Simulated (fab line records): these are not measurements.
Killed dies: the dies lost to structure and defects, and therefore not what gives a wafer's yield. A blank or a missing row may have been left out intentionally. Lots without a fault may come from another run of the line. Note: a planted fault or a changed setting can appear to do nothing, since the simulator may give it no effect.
Which tool did it? || flow gf180mcu || Sampling: 7 lots, 21 wafers, 2 of 602 route steps

## WHAT EACH GAUGE READ, for each wafer
GF_M5_OVL_MEAS_08.
{"lot": "L106", "measured": "day 26 20:44", "on": "overlay-02", "M5_OVL (nm)": "-12 -10 -10"}
{"lot": "L108", "measured": "day 27 06:35", "on": "overlay-02", "M5_OVL (nm)": "-1 12 7"}
{"lot": "L110", "measured": "day 27 22:34", "on": "overlay-01", "M5_OVL (nm)": "-5 4 -3"}
{"lot": "L113", "measured": "day 29 01:34", "on": "overlay-02", "M5_OVL (nm)": "-5 -13 -10"}
{"lot": "L116", "measured": "day 30 07:59", "on": "overlay-01", "M5_OVL (nm)": "8 -4 6"}
{"lot": "L118", "measured": "day 30 15:20", "on": "overlay-01", "M5_OVL (nm)": "-1 13 2"}
{"lot": "L121", "measured": "day 31 05:59", "on": "overlay-01", "M5_OVL (nm)": "-2 -6 -1"}

## WHICH TOOL RAN EACH LOT (tool, then ch and the chambers of the sampled wafers, then the start)
{"lot": "L106", "GF_V2_CVD_23": "cvd_w-02 ch 0,1, day 20 14:56"}
{"lot": "L108", "GF_V2_CVD_23": "cvd_w-01 ch 0,1, day 21 12:17"}
{"lot": "L110", "GF_V2_CVD_23": "cvd_w-01 ch 0,1, day 22 05:56"}
{"lot": "L113", "GF_V2_CVD_23": "cvd_w-01 ch 0,1, day 23 13:56"}
{"lot": "L116", "GF_V2_CVD_23": "cvd_w-01 ch 0, day 25 00:20"}
{"lot": "L118", "GF_V2_CVD_23": "cvd_w-01 ch 0,1, day 25 08:28"}
{"lot": "L121", "GF_V2_CVD_23": "cvd_w-01 ch 0,1, day 26 01:59"}
- GF_V2_CVD_23: deposits W, target thk 350 nm, time 104.94 s.

## THE ANSWER, worked out from the rows above alone
Rule: usual is defined by the lots themselves. The widest of any qualifying gaps counts: lots, ordered by their means at a reading, are off when they make up no more than a third of the lots, leave a main group of 4 or more, and stand apart from it by 3 or more times the standard deviation of that group's means. If all means in a main group match to the digits the tables above print for the reading, that group is not used. A lot without any number at a reading at which 4 lots or more have one is off too. The other lots that the step has rows for count as sound.
No lot is off at any reading shown: from this, nothing can be told.

## WHAT THE SIMULATOR PUT IN
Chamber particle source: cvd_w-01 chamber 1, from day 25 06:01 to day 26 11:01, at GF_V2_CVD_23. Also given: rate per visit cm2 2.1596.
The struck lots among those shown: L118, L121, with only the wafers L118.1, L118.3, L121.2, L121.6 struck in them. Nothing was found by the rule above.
